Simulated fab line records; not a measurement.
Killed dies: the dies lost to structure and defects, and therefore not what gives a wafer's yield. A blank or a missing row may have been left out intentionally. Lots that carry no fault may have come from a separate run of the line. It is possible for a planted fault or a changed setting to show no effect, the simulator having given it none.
A lot that was struck, set against a sound lot | flow gf180mcu | 14 out of 602 route steps
Sound: the wafers L768.2, L768.5, L768.6. Struck: wafers L767.4, L767.5, L767.6. The cause is given at the end.
For every step that has rows: the tool of each side, followed by ch and its chambers, followed by its first start. Under that, the readings that differ: sound wafers | struck wafers | difference of the means | sigmas: that difference in standard deviations of wafers without a fault.
alike: readings whose means differ by less than 2 such deviations, and words and numbers that are the same on both sides. not compared: withheld readings, readings that some wafer has no value for, bounds like >300 that may hide the same value, and numbers for which the record gives no deviation and whose values overlap.
A row with sigmas, a row that says differs or no value, or rows on one side alone: a step with any of these is where the two part. Numbers that have no deviation but don't overlap get no sigmas and don't part them. Lack of a reading on every wafer of one side parts them only where that side has two or more wafers.

GF_V2_OVL_MEAS_15:
  sound: overlay-02 at day 26 13:10; struck: overlay-01 at day 25 19:29
  alike: V2_OVL
then, 2 steps without rows for these wafers: GF_V2_ETCH_16 (etches BARC in N2/H2); GF_V2_ETCH_17 (etches SiO2 in C4F8/O2/Ar, stops on TiN, target depth 630 nm).
GF_V2_STRIP_18: strips in O2/N2.
  sound on plasma asher-03 ch 0,1, day 26 13:20; struck on plasma asher-03 ch 0,1, day 25 19:40
  alike: drypump motor current A, heater power w, oes product au
  not compared: rf hours counter h
then, 2 steps without rows for these wafers: GF_V2_STRIP_19 (strips in post etch residue remover, time 1200 s); GF_V2_CLEAN_20 (cleans in DIW).
GF_V2_SPUTTER_21: material Ti, target thk 15 nm, time 80.02 s.
  sound: pvd sputter-02 at day 26 13:52; struck: pvd sputter-01 at day 25 20:10
  alike: cathode dc power W, chamber pressure pa, throttle valve pct
GF_V2_SPUTTER_22: material TiN, target thk 10 nm, time 40 s.
  sound: pvd sputter-02 at day 26 13:56; struck: pvd sputter-01 at day 25 20:14
  alike: cathode dc power W, chamber pressure pa, throttle valve pct
then, 1 step without rows for these wafers: GF_V2_CVD_23 (deposits W, target thk 350 nm, time 104.94 s).
GF_V2_RS_MEAS_24: a four-point-probe measurement.
  sound: film metro-01 at day 26 14:06; struck: film metro-02 at day 25 20:26
  alike: V2_W_RS
GF_V2_THK_MEAS_25: measures by xrf.
  sound: film metro-01 at day 26 14:13; struck: film metro-02 at day 25 20:32
  alike: V2_W_THK
GF_V2_CMP_26: polishes, stops on SiO2, t overpolish 15 s, target thk 0 nm.
  sound on cmp-01 ch 0,1,3, day 26 14:22; struck on cmp-01 ch 1,2, day 25 20:34
  alike: motor current A, overpolish run s, time to endpoint s
GF_M3_SPUTTER_00: material Ti, target thk 37.5 nm, time 150 s.
  sound: pvd sputter-02 at day 26 14:34; struck: pvd sputter-03 at day 25 20:52
  no value came back on the struck wafers for cathode dc power W (W), chamber pressure pa (Pa), throttle valve pct (%); on the sound wafers cathode dc power W (W) reads 4001.1 4002.4 3999.5
GF_M3_SPUTTER_01: material TiN, target thk 30 nm, time 25 s.
  sound: pvd sputter-02 at day 26 14:40; struck: pvd sputter-03 at day 25 20:58
  alike: cathode dc power W, chamber pressure pa, throttle valve pct

== WHERE THEY PART ==
GF_M3_SPUTTER_00 only, going by this record. Later steps at which nothing parts them and some readings are alike: GF_M3_SPUTTER_01.

WHY: what had been put in by the simulator
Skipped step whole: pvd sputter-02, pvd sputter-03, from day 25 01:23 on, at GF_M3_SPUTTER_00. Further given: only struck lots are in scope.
